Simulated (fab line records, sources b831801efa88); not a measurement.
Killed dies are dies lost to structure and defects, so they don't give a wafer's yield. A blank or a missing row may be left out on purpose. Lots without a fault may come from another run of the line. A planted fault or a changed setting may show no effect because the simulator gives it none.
fab line records | flow sky130
record lots=5 wafers=15 last_day=49
route steps=708 shown LDD_P@266 LDD_HVN@267 LDD_HVP@278 LDD_LDN@289 SPACER@304
lots that met no fault: from a run of the same line without faults
start_h: hours from the record's first day to the start of the lot's first wafer shown | wait_h: hours since the lot's step before | " the same as in the row above | L1.1+2: a row that stands for several wafers | - no value, or no start given | * or withheld: withheld | < > ~ a bound
route shown NAME@n: a module of which the file shows steps, and the number in the route of the first | usual: mean/standard deviation of fault-free wafers | same: alike in all rows | chamber/n: place in a boat | sites: the reading at each site | _std_site: their standard deviation | _edge_site: outer sites' mean less inner sites' | radius_mm: how far each site lies from the wafer's centre | mask NAME#n: copy n | behind: the tool/chamber that last shaped the wafer | hold: why the lot was held/for how many hours/how that ended | device: the transistor (n, p or np) that didn't switch | end of line: the same wafers' tests at the end of the route | a step without rows: its recipe alone | killed: dies lost to structure and defects at the first sort, not the wafer's yield | map: a wafer's dies, x killed, . not, _ none there
set.NAME: the setting as run; set.NAME@STEP: as run at that earlier step | model.NAME: the simulator's own value behind a step, which no gauge read
lots at some steps of the route; a table a step, a row a wafer
services: from which hour (start_h, from the record's first day; less than 0 if before it) a tool's chamber was out of use, for how many hours, and why
## steps
# step SKY_LDD_P_TW_MEAS_11
# usual LDD_P_TW=639.7/2.5
# columns lot.wafer tool chamber start_h wait_h LDD_P_TW
L077.2 film_metro-04 - 478.17 0.1 636.8
L077.3 " - " " 636.1
L077.6 " - " " 638.9
L080.2 film_metro-03 - 496.56 0.1 636.5
L080.3 " - " " 637.0
L080.6 " - " " 638.0
L081.4 film_metro-03 - 502.10 0.1 635.3
L081.5 " - " " 631.7
L081.6 " - " " 632.5
L083.2 film_metro-01 - 519.86 0.1 643.3
L083.4 " - " " 640.1
L083.6 " - " " 640.2
L090.1 film_metro-03 - 574.11 0.1 635.8
L090.3 " - " " 638.4
L090.6 " - " " 638.6
# step SKY_LDD_HVN_DEHYDRATE_00
# recipe temp_c=200 time_s=60
# columns lot.wafer tool chamber start_h wait_h
L077.2+3+6 litho_track-01 0 493.53 15.3
L080.2+3+6 litho_track-04 0 510.84 14.3
L081.4+5+6 litho_track-01 0 516.88 14.8
L083.2+4+6 litho_track-01 0 534.18 14.3
L090.1+3+6 litho_track-04 0 588.36 14.2
# step SKY_LDD_HVN_HMDS_01
# recipe prime_time_s=60 prime_temp_c=120
# columns lot.wafer tool chamber start_h wait_h
L077.2+3+6 litho_track-01 0 493.68 0.1
L080.2+3+6 litho_track-04 0 510.99 0.1
L081.4+5+6 litho_track-01 0 517.03 0.1
L083.2+4+6 litho_track-01 0 534.33 0.1
L090.1+3+6 litho_track-04 0 588.51 0.1
# step SKY_LDD_HVN_COAT_02
# recipe resist=NOVOLAK spin_rpm=3000 resist_thk_nm=300
# columns lot.wafer tool chamber start_h wait_h
L077.2+3+6 litho_track-01 0 493.83 0.1
L080.2+3+6 litho_track-04 0 511.14 0.1
L081.4+5+6 litho_track-01 0 517.18 0.1
L083.2+4+6 litho_track-01 0 534.48 0.1
L090.1+3+6 litho_track-04 0 588.66 0.1
# step SKY_LDD_HVN_SOFTBAKE_03
# recipe temp_c=90 time_s=60 resist=NOVOLAK
# columns lot.wafer tool chamber start_h wait_h
L077.2+3+6 litho_track-01 0 493.98 0.1
L080.2+3+6 litho_track-04 0 511.29 0.1
L081.4+5+6 litho_track-01 0 517.33 0.1
L083.2+4+6 litho_track-01 0 534.63 0.1
L090.1+3+6 litho_track-04 0 588.81 0.1
# step SKY_LDD_HVN_EXPOSE_04
# recipe mask_id=HVNTM na=0.6 source_shape=conventional sigma_outer=0.6 polarization=unpolarized target_cd_nm=700 dose_mj=127
# usual reticle_temp_C=22.97/0.11
# columns lot.wafer tool chamber start_h wait_h mask reticle_temp_C
L077.2 iline_stepper-02 0 - - HVNTM#0 22.79
L077.3 " 0 " " HVNTM#0 23.03
L077.6 " 0 " " HVNTM#0 23.02
L080.2 iline_stepper-01 0 - - HVNTM#0 23.01
L080.3 " 0 " " HVNTM#0 22.98
L080.6 " 0 " " HVNTM#0 22.86
L081.4 iline_stepper-01 0 - - HVNTM#0 22.87
L081.5 " 0 " " HVNTM#0 23.02
L081.6 " 0 " " HVNTM#0 22.93
L083.2 iline_stepper-01 0 - - HVNTM#0 22.85
L083.4 " 0 " " HVNTM#0 22.82
L083.6 " 0 " " HVNTM#0 22.82
L090.1 iline_stepper-01 0 - - HVNTM#0 22.94
L090.3 " 0 " " HVNTM#0 22.78
L090.6 " 0 " " HVNTM#0 22.96
# step SKY_LDD_HVN_PEB_05
# recipe temp_c=withheld time_s=* resist=NOVOLAK
# columns lot.wafer tool chamber start_h wait_h
L077.2+3+6 litho_track-04 0 - -
L080.2+3+6 litho_track-04 0 - -
L081.4+5+6 litho_track-01 0 - -
L083.2+4+6 litho_track-01 0 - -
L090.1+3+6 litho_track-01 0 - -
# step SKY_LDD_HVN_DEVELOP_06
# recipe resist=NOVOLAK developer=TMAH develop_time_s=60 dev_temp_c=23
# columns lot.wafer tool chamber start_h wait_h
L077.2+3+6 litho_track-04 0 508.94 0.1
L080.2+3+6 litho_track-04 0 526.64 0.1
L081.4+5+6 litho_track-01 0 532.43 0.1
L083.2+4+6 litho_track-01 0 549.73 0.1
L090.1+3+6 litho_track-01 0 603.15 0.1
# step SKY_LDD_HVN_OVL_MEAS_07
# usual LDD_HVN_OVL=-0.4/1.3
# columns lot.wafer tool chamber start_h wait_h LDD_HVN_OVL[nm]
L077.2 overlay-01 - 509.09 0.1 -0.5
L077.3 " - " " 1.0
L077.6 " - " " 1.1
L080.2 overlay-02 - 526.77 0.1 0.1
L080.3 " - " " 1.8
L080.6 " - " " 0.4
L081.4 overlay-02 - 532.52 0.1 0.5
L081.5 " - " " -1.5
L081.6 " - " " 0.5
L083.2 overlay-01 - 549.86 0.1 2.2
L083.4 " - " " -0.7
L083.6 " - " " 0.3
L090.1 overlay-02 - 603.30 0.1 -1.5
L090.3 " - " " -1.2
L090.6 " - " " -1.1
# step SKY_LDD_HVN_IMPLANT_08
# recipe species=P energy_kev=60 dose_cm2=3e+13 tilt_deg=40
# usual beam_energy_keV=60.001/0.018 end_station_pressure_torr=5.18e-06/2.6e-07 tilt_deg=40.000/0.017
# columns lot.wafer tool chamber start_h wait_h beam_energy_keV end_station_pressure_torr tilt_deg
L077.2 implanter-01 0 509.14 0.0 59.977 5.13e-06 39.957
L077.3 " 0 " " 59.975 5.56e-06 39.980
L077.6 " 0 " " 60.004 5.26e-06 39.987
L080.2 implanter-04 0 526.83 0.0 59.991 4.68e-06 40.001
L080.3 " 0 " " 59.991 5.64e-06 40.009
L080.6 " 0 " " 59.967 5e-06 39.991
L081.4 implanter-04 0 532.61 0.1 60.024 4.99e-06 40.025
L081.5 " 0 " " 60.002 5.06e-06 40.017
L081.6 " 0 " " 60.008 5.53e-06 40.039
L083.2 implanter-01 0 549.91 0.0 59.989 4.95e-06 40.009
L083.4 " 0 " " 60.017 5.51e-06 40.010
L083.6 " 0 " " 59.998 4.69e-06 39.998
L090.1 implanter-04 0 603.34 0.0 60.020 4.81e-06 39.991
L090.3 " 0 " " 60.033 5.39e-06 40.025
L090.6 " 0 " " 59.999 5.04e-06 40.009
# step SKY_LDD_HVN_STRIP_09
# recipe chemistry=O2/N2 power_w=1400 pressure_mtorr=1500 platen_temp_c=withheld o2_flow_sccm=3000 n2_flow_sccm=300 overash_fraction=0.5
# usual drypump_motor_current_A=5.71/0.19 o2_flow_sccm=2999/7.7 oes_product_au=0.408/0.0044 strip_time_to_endpoint_s=4.137/0.014
# columns lot.wafer tool chamber start_h wait_h drypump_motor_current_A o2_flow_sccm oes_product_au rf_hours_counter_h strip_time_to_endpoint_s
L077.2 plasma_asher-04 1 509.27 0.1 5.64 2989 0.408 79 4.130
L077.3 " 1 " " 5.61 2991 0.402 - 4.127
L077.6 " 1 " " 5.63 3005 0.407 - 4.151
L080.2 plasma_asher-03 1 526.95 0.1 5.71 3011 0.413 69 4.125
L080.3 " 1 " " 5.69 3010 0.410 - 4.146
L080.6 " 0 " " 5.92 3001 0.404 - 4.112
L081.4 plasma_asher-01 1 532.72 0.1 5.74 3007 0.405 - 4.153
L081.5 " 1 " " 5.75 3008 0.411 - 4.150
L081.6 " 0 " " 5.76 2996 0.419 - 4.163
L083.2 plasma_asher-03 1 550.04 0.1 5.68 2992 0.407 72 4.142
L083.4 " 1 " " 5.69 2993 0.403 - 4.138
L083.6 " 1 " " 5.68 2994 0.411 - 4.167
L090.1 plasma_asher-03 0 603.49 0.1 5.96 2980 0.417 75 4.137
L090.3 " 1 " " 5.70 3008 0.410 - 4.151
L090.6 " 1 " " 5.69 2992 0.405 - 4.139
# step SKY_LDD_HVN_TW_MEAS_10
# usual LDD_HVN_TW=1434/15
# columns lot.wafer tool chamber start_h wait_h LDD_HVN_TW
L077.2 film_metro-02 - 509.38 0.1 1419
L077.3 " - " " 1418
L077.6 " - " " 1426
L080.2 film_metro-03 - 527.06 0.1 1445
L080.3 " - " " 1442
L080.6 " - " " 1443
L081.4 film_metro-03 - 532.82 0.1 1455
L081.5 " - " " 1452
L081.6 " - " " 1445
L083.2 film_metro-02 - 550.15 0.1 1419
L083.4 " - " " 1414
L083.6 " - " " 1410
L090.1 film_metro-02 - 603.59 0.1 1409
L090.3 " - " " 1406
L090.6 " - " " 1409
# step SKY_LDD_HVP_DEHYDRATE_00
# recipe temp_c=200 time_s=60
# columns lot.wafer tool chamber start_h wait_h
L077.2+3+6 litho_track-02 0 523.80 14.4
L080.2+3+6 litho_track-03 0 540.97 13.9
L081.4+5+6 litho_track-02 0 547.10 14.3
L083.2+4+6 litho_track-02 0 564.65 14.5
L090.1+3+6 litho_track-03 0 617.79 14.2
# step SKY_LDD_HVP_HMDS_01
# recipe prime_time_s=60 prime_temp_c=120
# columns lot.wafer tool chamber start_h wait_h
L077.2+3+6 litho_track-02 0 523.95 0.1
L080.2+3+6 litho_track-03 0 541.12 0.1
L081.4+5+6 litho_track-02 0 547.25 0.1
L083.2+4+6 litho_track-02 0 564.80 0.1
L090.1+3+6 litho_track-03 0 617.94 0.1
# step SKY_LDD_HVP_COAT_02
# recipe resist=NOVOLAK spin_rpm=3000 resist_thk_nm=300
# columns lot.wafer tool chamber start_h wait_h
L077.2+3+6 litho_track-02 0 524.10 0.1
L080.2+3+6 litho_track-03 0 541.27 0.1
L081.4+5+6 litho_track-02 0 547.40 0.1
L083.2+4+6 litho_track-02 0 564.95 0.1
L090.1+3+6 litho_track-03 0 618.09 0.1
# step SKY_LDD_HVP_SOFTBAKE_03
# recipe temp_c=90 time_s=60 resist=NOVOLAK
# columns lot.wafer tool chamber start_h wait_h
L077.2+3+6 litho_track-02 0 524.25 0.1
L080.2+3+6 litho_track-03 0 541.42 0.1
L081.4+5+6 litho_track-02 0 547.55 0.1
L083.2+4+6 litho_track-02 0 565.10 0.1
L090.1+3+6 litho_track-03 0 618.24 0.1
# step SKY_LDD_HVP_EXPOSE_04
# recipe mask_id=HVPTM na=0.6 source_shape=conventional sigma_outer=0.6 polarization=unpolarized target_cd_nm=700 dose_mj=86
# usual reticle_temp_C=23.02/0.11
# columns lot.wafer tool chamber start_h wait_h mask reticle_temp_C
L077.2 iline_stepper-01 0 - - HVPTM#0 23.09
L077.3 " 0 " " HVPTM#0 22.95
L077.6 " 0 " " HVPTM#0 23.16
L080.2 iline_stepper-02 0 - - HVPTM#0 22.88
L080.3 " 0 " " HVPTM#0 23.07
L080.6 " 0 " " HVPTM#0 23.01
L081.4 iline_stepper-01 0 - - HVPTM#0 22.88
L081.5 " 0 " " HVPTM#0 23.06
L081.6 " 0 " " HVPTM#0 23.05
L083.2 iline_stepper-02 0 - - HVPTM#0 22.95
L083.4 " 0 " " HVPTM#0 22.95
L083.6 " 0 " " HVPTM#0 23.14
L090.1 iline_stepper-01 0 - - HVPTM#0 23.11
L090.3 " 0 " " HVPTM#0 23.15
L090.6 " 0 " " HVPTM#0 23.10
# step SKY_LDD_HVP_PEB_05
# recipe temp_c=withheld time_s=* resist=NOVOLAK
# columns lot.wafer tool chamber start_h wait_h
L077.2+3+6 litho_track-01 0 - -
L080.2+3+6 litho_track-03 0 - -
L081.4+5+6 litho_track-01 0 - -
L083.2+4+6 litho_track-01 0 - -
L090.1+3+6 litho_track-03 0 - -
# step SKY_LDD_HVP_DEVELOP_06
# recipe resist=NOVOLAK developer=TMAH develop_time_s=60 dev_temp_c=23
# columns lot.wafer tool chamber start_h wait_h
L077.2+3+6 litho_track-01 0 539.23 0.1
L080.2+3+6 litho_track-03 0 556.37 0.1
L081.4+5+6 litho_track-01 0 562.73 0.1
L083.2+4+6 litho_track-01 0 580.13 0.1
L090.1+3+6 litho_track-03 0 632.19 0.1
# step SKY_LDD_HVP_OVL_MEAS_07
# usual LDD_HVP_OVL=-0.6/1.3
# columns lot.wafer tool chamber start_h wait_h LDD_HVP_OVL[nm]
L077.2 overlay-01 - 539.36 0.1 0.4
L077.3 " - " " 0.7
L077.6 " - " " 0.2
L080.2 overlay-02 - 556.50 0.1 -1.4
L080.3 " - " " -2.2
L080.6 " - " " -1.7
L081.4 overlay-01 - 562.82 0.1 -0.7
L081.5 " - " " 0.4
L081.6 " - " " 0.2
L083.2 overlay-02 - 580.26 0.1 -0.1
L083.4 " - " " -1.8
L083.6 " - " " -1.9
L090.1 overlay-02 - 632.34 0.1 -0.3
L090.3 " - " " 1.4
L090.6 " - " " 0.8
# step SKY_LDD_HVP_IMPLANT_08
# recipe species=B energy_kev=20 dose_cm2=1.7e+13 tilt_deg=17.9
# usual beam_energy_keV=20.001/0.0058 end_station_pressure_torr=5.1e-06/2.6e-07 tilt_deg=17.904/0.021
# columns lot.wafer tool chamber start_h wait_h beam_energy_keV end_station_pressure_torr tilt_deg
L077.2 implanter-01 0 539.41 0.0 19.995 4.88e-06 17.934
L077.3 " 0 " " 19.999 4.74e-06 17.921
L077.6 " 0 " " 19.999 5.09e-06 17.907
L080.2 implanter-01 0 556.56 0.0 19.996 5.04e-06 17.927
L080.3 " 0 " " 20.010 4.92e-06 17.901
L080.6 " 0 " " 20.004 5e-06 17.917
L081.4 implanter-04 0 562.91 0.1 19.997 5.13e-06 17.902
L081.5 " 0 " " 20.004 5.17e-06 17.932
L081.6 " 0 " " 19.997 5.14e-06 17.928
L083.2 implanter-02 0 580.31 0.0 20.009 5.24e-06 17.927
L083.4 " 0 " " 20.002 5.5e-06 17.908
L083.6 " 0 " " 19.996 4.91e-06 17.906
L090.1 implanter-02 0 632.38 0.0 20.000 4.97e-06 17.881
L090.3 " 0 " " 19.996 5.28e-06 17.876
L090.6 " 0 " " 19.996 5.39e-06 17.914
# step SKY_LDD_HVP_STRIP_09
# recipe chemistry=O2/N2 power_w=1400 pressure_mtorr=1500 platen_temp_c=withheld o2_flow_sccm=3000 n2_flow_sccm=300 overash_fraction=0.5
# usual drypump_motor_current_A=5.8/0.45 o2_flow_sccm=3002/9.3 oes_product_au=0.408/0.0044 strip_time_to_endpoint_s=4.133/0.015
# columns lot.wafer tool chamber start_h wait_h drypump_motor_current_A o2_flow_sccm oes_product_au rf_hours_counter_h strip_time_to_endpoint_s
L077.2 plasma_asher-03 1 539.54 0.1 5.7 3011 0.408 71 4.115
L077.3 " 0 " " 6.0 2991 0.404 - 4.109
L077.6 " 1 " " 5.7 3004 0.406 - 4.133
L080.2 plasma_asher-02 1 556.68 0.1 5.2 3001 0.408 13 4.144
L080.3 " 1 " " 5.2 2998 0.413 - 4.151
L080.6 " 0 " " 6.4 3010 0.411 - 4.150
L081.4 plasma_asher-02 0 563.02 0.1 6.4 3004 0.416 - 4.137
L081.5 " 0 " " 6.4 2994 0.412 - 4.119
L081.6 " 1 " " 5.2 3013 0.404 - 4.116
L083.2 plasma_asher-01 1 580.44 0.1 5.7 2999 0.403 47 4.122
L083.4 " 1 " " 5.7 3000 0.412 - 4.137
L083.6 " 1 " " 5.7 3014 0.413 - 4.120
L090.1 plasma_asher-02 1 632.53 0.1 5.2 2999 0.407 21 4.140
L090.3 " 1 " " 5.2 2991 0.409 - 4.137
L090.6 " 0 " " 6.4 3010 0.406 - 4.141
# step SKY_LDD_HVP_TW_MEAS_10
# usual LDD_HVP_TW=458/4.4
# columns lot.wafer tool chamber start_h wait_h LDD_HVP_TW
L077.2 film_metro-01 - 539.65 0.1 457
L077.3 " - " " 459
L077.6 " - " " 459
L080.2 film_metro-02 - 556.79 0.1 450
L080.3 " - " " 449
L080.6 " - " " 450
L081.4 film_metro-04 - 563.12 0.1 460
L081.5 " - " " 459
L081.6 " - " " 458
L083.2 film_metro-01 - 580.55 0.1 458
L083.4 " - " " 460
L083.6 " - " " 459
L090.1 film_metro-01 - 632.63 0.1 460
L090.3 " - " " 461
L090.6 " - " " 463
# step SKY_LDD_LDN_DEHYDRATE_00
# recipe temp_c=200 time_s=60
# columns lot.wafer tool chamber start_h wait_h
L077.2+3+6 litho_track-02 0 553.95 14.3
L080.2+3+6 litho_track-02 0 571.80 15.0
L081.4+5+6 litho_track-04 0 577.34 14.2
L083.2+4+6 litho_track-03 0 595.22 14.7
L090.1+3+6 litho_track-02 0 646.63 14.0
# step SKY_LDD_LDN_HMDS_01
# recipe prime_time_s=60 prime_temp_c=120
# columns lot.wafer tool chamber start_h wait_h
L077.2+3+6 litho_track-02 0 554.10 0.1
L080.2+3+6 litho_track-02 0 571.95 0.1
L081.4+5+6 litho_track-04 0 577.49 0.1
L083.2+4+6 litho_track-03 0 595.37 0.1
L090.1+3+6 litho_track-02 0 646.78 0.1
# step SKY_LDD_LDN_COAT_02
# recipe resist=NOVOLAK spin_rpm=3000 resist_thk_nm=1140
# columns lot.wafer tool chamber start_h wait_h
L077.2+3+6 litho_track-02 0 554.25 0.1
L080.2+3+6 litho_track-02 0 572.10 0.1
L081.4+5+6 litho_track-04 0 577.64 0.1
L083.2+4+6 litho_track-03 0 595.52 0.1
L090.1+3+6 litho_track-02 0 646.93 0.1
# step SKY_LDD_LDN_SOFTBAKE_03
# recipe temp_c=90 time_s=60 resist=NOVOLAK
# columns lot.wafer tool chamber start_h wait_h
L077.2+3+6 litho_track-02 0 554.40 0.1
L080.2+3+6 litho_track-02 0 572.25 0.1
L081.4+5+6 litho_track-04 0 577.79 0.1
L083.2+4+6 litho_track-03 0 595.67 0.1
L090.1+3+6 litho_track-02 0 647.08 0.1
# step SKY_LDD_LDN_EXPOSE_04
# recipe mask_id=LDNTM na=0.6 source_shape=conventional sigma_outer=0.6 polarization=unpolarized target_cd_nm=700 dose_mj=140
# usual reticle_temp_C=22.98/0.1
# columns lot.wafer tool chamber start_h wait_h mask reticle_temp_C
L077.2 iline_stepper-02 0 - - LDNTM#0 22.92
L077.3 " 0 " " LDNTM#0 22.82
L077.6 " 0 " " LDNTM#0 22.97
L080.2 iline_stepper-01 0 - - LDNTM#0 22.93
L080.3 " 0 " " LDNTM#0 23.11
L080.6 " 0 " " LDNTM#0 23.15
L081.4 iline_stepper-01 0 - - LDNTM#0 23.04
L081.5 " 0 " " LDNTM#0 22.99
L081.6 " 0 " " LDNTM#0 23.17
L083.2 iline_stepper-02 0 - - LDNTM#0 23.15
L083.4 " 0 " " LDNTM#0 22.86
L083.6 " 0 " " LDNTM#0 23.03
L090.1 iline_stepper-01 0 - - LDNTM#0 22.83
L090.3 " 0 " " LDNTM#0 22.73
L090.6 " 0 " " LDNTM#0 22.76
# step SKY_LDD_LDN_PEB_05
# recipe temp_c=withheld time_s=* resist=NOVOLAK
# columns lot.wafer tool chamber start_h wait_h
L077.2+3+6 litho_track-02 0 - -
L080.2+3+6 litho_track-02 0 - -
L081.4+5+6 litho_track-02 0 - -
L083.2+4+6 litho_track-03 0 - -
L090.1+3+6 litho_track-02 0 - -
# step SKY_LDD_LDN_DEVELOP_06
# recipe resist=NOVOLAK developer=TMAH develop_time_s=60 dev_temp_c=23
# columns lot.wafer tool chamber start_h wait_h
L077.2+3+6 litho_track-02 0 569.10 0.1
L080.2+3+6 litho_track-02 0 586.80 0.1
L081.4+5+6 litho_track-02 0 592.80 0.1
L083.2+4+6 litho_track-03 0 610.22 0.1
L090.1+3+6 litho_track-02 0 661.23 0.1
# step SKY_LDD_LDN_OVL_MEAS_07
# usual LDD_LDN_OVL=-0.9/1.3
# columns lot.wafer tool chamber start_h wait_h LDD_LDN_OVL[nm]
L077.2 overlay-01 - 569.23 0.1 -3.4
L077.3 " - " " -2.7
L077.6 " - " " -2.3
L080.2 overlay-02 - 586.93 0.1 1.0
L080.3 " - " " -0.3
L080.6 " - " " 3.3
L081.4 overlay-02 - 592.90 0.1 -0.6
L081.5 " - " " -1.5
L081.6 " - " " -2.4
L083.2 overlay-02 - 610.35 0.1 -3.3
L083.4 " - " " -0.3
L083.6 " - " " -0.2
L090.1 overlay-01 - 661.38 0.1 -2.9
L090.3 " - " " -0.2
L090.6 " - " " -1.5
# step SKY_LDD_LDN_IMPLANT_08
# recipe species=As energy_kev=15 dose_cm2=1.25e+13 tilt_deg=withheld rotation_deg=23
# usual beam_energy_keV=14.999/0.0039 end_station_pressure_torr=5.1e-06/2.7e-07
# columns lot.wafer tool chamber start_h wait_h beam_energy_keV end_station_pressure_torr
L077.2 implanter-04 0 569.29 0.0 14.996 5.17e-06
L077.3 " 0 " " 15.002 5.1e-06
L077.6 " 0 " " 15.006 5.06e-06
L080.2 implanter-04 0 586.99 0.0 14.995 4.39e-06
L080.3 " 0 " " 14.998 5.44e-06
L080.6 " 0 " " 14.999 4.58e-06
L081.4 implanter-02 0 593.00 0.1 15.003 4.86e-06
L081.5 " 0 " " 15.000 5.38e-06
L081.6 " 0 " " 14.995 5.02e-06
L083.2 implanter-02 0 610.41 0.0 15.004 4.41e-06
L083.4 " 0 " " 15.000 5.11e-06
L083.6 " 0 " " 15.005 4.75e-06
L090.1 implanter-03 0 661.41 0.0 15.002 4.99e-06
L090.3 " 0 " " 15.009 5.29e-06
L090.6 " 0 " " 15.002 5.63e-06
# step SKY_LDD_LDN_IMPLANT_09
# recipe species=As energy_kev=15 dose_cm2=1.25e+13 tilt_deg=withheld rotation_deg=113
# usual beam_energy_keV=15.000/0.0045 end_station_pressure_torr=5.02e-06/2.6e-07
# columns lot.wafer tool chamber start_h wait_h beam_energy_keV end_station_pressure_torr
L077.2 implanter-04 0 569.44 0.1 15.002 4.68e-06
L077.3 " 0 " " 15.004 5.59e-06
L077.6 " 0 " " 15.006 4.81e-06
L080.2 implanter-04 0 587.14 0.1 14.996 5.02e-06
L080.3 " 0 " " 14.996 5.01e-06
L080.6 " 0 " " 14.995 4.78e-06
L081.4 implanter-02 0 593.15 0.1 15.000 5.1e-06
L081.5 " 0 " " 14.998 4.78e-06
L081.6 " 0 " " 15.003 4.99e-06
L083.2 implanter-02 0 610.56 0.1 15.006 5.18e-06
L083.4 " 0 " " 15.006 5.54e-06
L083.6 " 0 " " 15.004 5.01e-06
L090.1 implanter-03 0 661.56 0.1 14.993 5.32e-06
L090.3 " 0 " " 15.005 4.51e-06
L090.6 " 0 " " 15.003 5.05e-06
# step SKY_LDD_LDN_IMPLANT_10
# recipe species=As energy_kev=15 dose_cm2=1.25e+13 tilt_deg=withheld rotation_deg=203
# usual beam_energy_keV=15.000/0.0042 end_station_pressure_torr=5.09e-06/2.6e-07
# columns lot.wafer tool chamber start_h wait_h beam_energy_keV end_station_pressure_torr
L077.2 implanter-04 0 569.59 0.1 15.003 4.9e-06
L077.3 " 0 " " 14.999 5.18e-06
L077.6 " 0 " " 14.997 4.93e-06
L080.2 implanter-04 0 587.29 0.1 15.001 5.19e-06
L080.3 " 0 " " 15.001 5.27e-06
L080.6 " 0 " " 15.008 5.05e-06
L081.4 implanter-02 0 593.30 0.1 14.995 5.38e-06
L081.5 " 0 " " 15.001 5.01e-06
L081.6 " 0 " " 15.002 4.95e-06
L083.2 implanter-02 0 610.71 0.1 15.000 5.19e-06
L083.4 " 0 " " 15.005 4.59e-06
L083.6 " 0 " " 14.998 5.14e-06
L090.1 implanter-03 0 661.71 0.1 14.998 4.49e-06
L090.3 " 0 " " 15.003 4.73e-06
L090.6 " 0 " " 14.999 5.01e-06
# step SKY_LDD_LDN_IMPLANT_11
# recipe species=As energy_kev=15 dose_cm2=1.25e+13 tilt_deg=withheld rotation_deg=293
# usual beam_energy_keV=15.000/0.0047 end_station_pressure_torr=5.1e-06/3.1e-07
# columns lot.wafer tool chamber start_h wait_h beam_energy_keV end_station_pressure_torr
L077.2 implanter-04 0 569.74 0.1 15.002 5.1e-06
L077.3 " 0 " " 14.997 4.8e-06
L077.6 " 0 " " 15.006 5.3e-06
L080.2 implanter-04 0 587.44 0.1 15.001 4.3e-06
L080.3 " 0 " " 15.002 5.3e-06
L080.6 " 0 " " 14.998 5.1e-06
L081.4 implanter-02 0 593.45 0.1 15.004 4.6e-06
L081.5 " 0 " " 15.005 5.5e-06
L081.6 " 0 " " 15.005 4.6e-06
L083.2 implanter-02 0 610.86 0.1 14.998 5.1e-06
L083.4 " 0 " " 15.000 5.7e-06
L083.6 " 0 " " 15.005 5.3e-06
L090.1 implanter-03 0 661.86 0.1 14.996 5.3e-06
L090.3 " 0 " " 14.994 5.5e-06
L090.6 " 0 " " 14.990 4.8e-06
# step SKY_LDD_LDN_STRIP_12
# recipe chemistry=O2/N2 power_w=1400 pressure_mtorr=1500 platen_temp_c=withheld o2_flow_sccm=3000 n2_flow_sccm=300 overash_fraction=0.5
# usual drypump_motor_current_A=5.7/0.33 o2_flow_sccm=2999/8.9 oes_product_au=0.716/0.0046 strip_time_to_endpoint_s=14.19/0.049
# columns lot.wafer tool chamber start_h wait_h drypump_motor_current_A o2_flow_sccm oes_product_au rf_hours_counter_h strip_time_to_endpoint_s
L077.2 plasma_asher-04 0 569.86 0.1 5.3 2993 0.723 85 14.15
L077.3 " 0 " " 5.3 2997 0.714 - 14.19
L077.6 " 0 " " 5.3 2984 0.709 - 14.18
L080.2 plasma_asher-01 1 587.56 0.1 5.7 2989 0.724 47 14.13
L080.3 " 0 " " 5.8 2986 0.717 - 14.14
L080.6 " 0 " " 5.8 2999 0.716 - 14.07
L081.4 plasma_asher-02 0 593.56 0.1 6.4 2990 0.721 - 14.17
L081.5 " 0 " " 6.3 2997 0.711 - 14.16
L081.6 " 1 " " 5.2 3010 0.711 - 14.18
L083.2 plasma_asher-01 0 610.98 0.1 5.7 2997 0.713 50 14.15
L083.4 " 0 " " 5.7 3002 0.725 - 14.16
L083.6 " 0 " " 5.8 2997 0.716 - 14.20
L090.1 plasma_asher-02 1 662.01 0.1 5.2 3003 0.716 24 14.18
L090.3 " 0 " " 6.4 2988 0.714 - 14.23
L090.6 " 0 " " 6.4 2984 0.720 - 14.25
# step SKY_LDD_LDN_TW_MEAS_13
# usual LDD_LDN_TW=1479/14
# columns lot.wafer tool chamber start_h wait_h LDD_LDN_TW
L077.2 film_metro-04 - 569.97 0.1 1499
L077.3 " - " " 1496
L077.6 " - " " 1503
L080.2 film_metro-02 - 587.67 0.1 1464
L080.3 " - " " 1472
L080.6 " - " " 1469
L081.4 film_metro-02 - 593.65 0.1 1467
L081.5 " - " " 1472
L081.6 " - " " 1464
L083.2 film_metro-04 - 611.09 0.1 1485
L083.4 " - " " 1494
L083.6 " - " " 1495
L090.1 film_metro-02 - 662.11 0.1 1467
L090.3 " - " " 1462
L090.6 " - " " 1473
# step SKY_LDD_LDN_CLEAN_14
# recipe chemistry=SC1/SC2 mix=1:4:20 temp_c=70 time_s=150 dry=n2_spin
# usual bath_guard_temp_C=69.8/0.77 temp_c=69.99/0.13
# columns lot.wafer tool chamber start_h wait_h bath_guard_temp_C temp_c
L077.2 wet_bench-03 2 570.02 0.0 69.5 70.20
L077.3 " 2 " " 69.5 70.11
L077.6 " 2 " " 69.5 69.95
L080.2 wet_bench-03 1 587.72 0.0 69.6 70.15
L080.3 " 1 " " 69.1 70.21
L080.6 " 1 " " 69.2 69.97
L081.4 wet_bench-03 2 593.68 0.0 69.7 69.98
L081.5 " 2 " " 69.3 70.02
L081.6 " 2 " " 70.2 70.21
L083.2 wet_bench-01 0 611.14 0.0 70.0 70.18
L083.4 " 0 " " 70.3 70.00
L083.6 " 0 " " 70.2 69.93
L090.1 wet_bench-03 3 662.17 0.1 69.3 70.07
L090.3 " 3 " " 69.1 69.96
L090.6 " 3 " " 69.1 70.08
# step SKY_SPACER_CVD_00
# recipe material=Si3N4 precursor=DCS/NH3 target_thk_nm=43.1 temp_c=770 time_s=740 pressure_mtorr=250
# usual susceptor_temp_C=770.0/0.35
# columns lot.wafer tool chamber start_h wait_h susceptor_temp_C
L077.2 lpcvd-02 1 570.08 0.0 769.7
L077.3 " 1 " " 769.8
L077.6 " 1 " " 770.2
L080.2 lpcvd-02 1 587.82 0.0 769.7
L080.3 " 1 " " 770.0
L080.6 " 1 " " 769.4
L081.4 lpcvd-02 1 593.78 0.0 770.1
L081.5 " 1 " " 769.9
L081.6 " 1 " " 769.6
L083.2 lpcvd-02 0 611.21 0.0 769.8
L083.4 " 0 " " 770.0
L083.6 " 0 " " 770.1
L090.1 lpcvd-02 0 662.22 0.0 769.6
L090.3 " 0 " " 769.6
L090.6 " 0 " " 769.7
## services
# columns tool chamber start_h hours kind
iline_stepper-01 - 475.76 2.1 pm
iline_stepper-01 - 477.84 - consumable_replace:lamp
implanter-02 - 478.83 2.4 repair
iline_stepper-02 - 483.66 4.4 pm
iline_stepper-02 - 492.12 1.7 pm
implanter-04 - 500.14 1.8 repair
iline_stepper-02 0 519.40 - calibration
iline_stepper-01 - 531.12 1.7 pm
plasma_asher-02 - 537.13 1.7 repair
plasma_asher-03 - 544.52 1.1 repair
implanter-03 - 548.07 1.5 repair
implanter-04 - 549.53 1.7 repair
lpcvd-02 - 551.92 0.7 repair
plasma_asher-03 - 558.08 22.2 repair
implanter-01 - 559.26 1.5 repair
iline_stepper-01 0 565.56 - calibration
iline_stepper-02 - 566.87 9.9 repair
implanter-04 - 569.86 4.4 pm
implanter-01 - 612.42 2.6 repair
implanter-04 - 625.06 4.4 pm
implanter-01 - 631.57 2.2 pm
implanter-02 - 659.60 0.7 repair
## key
fault none
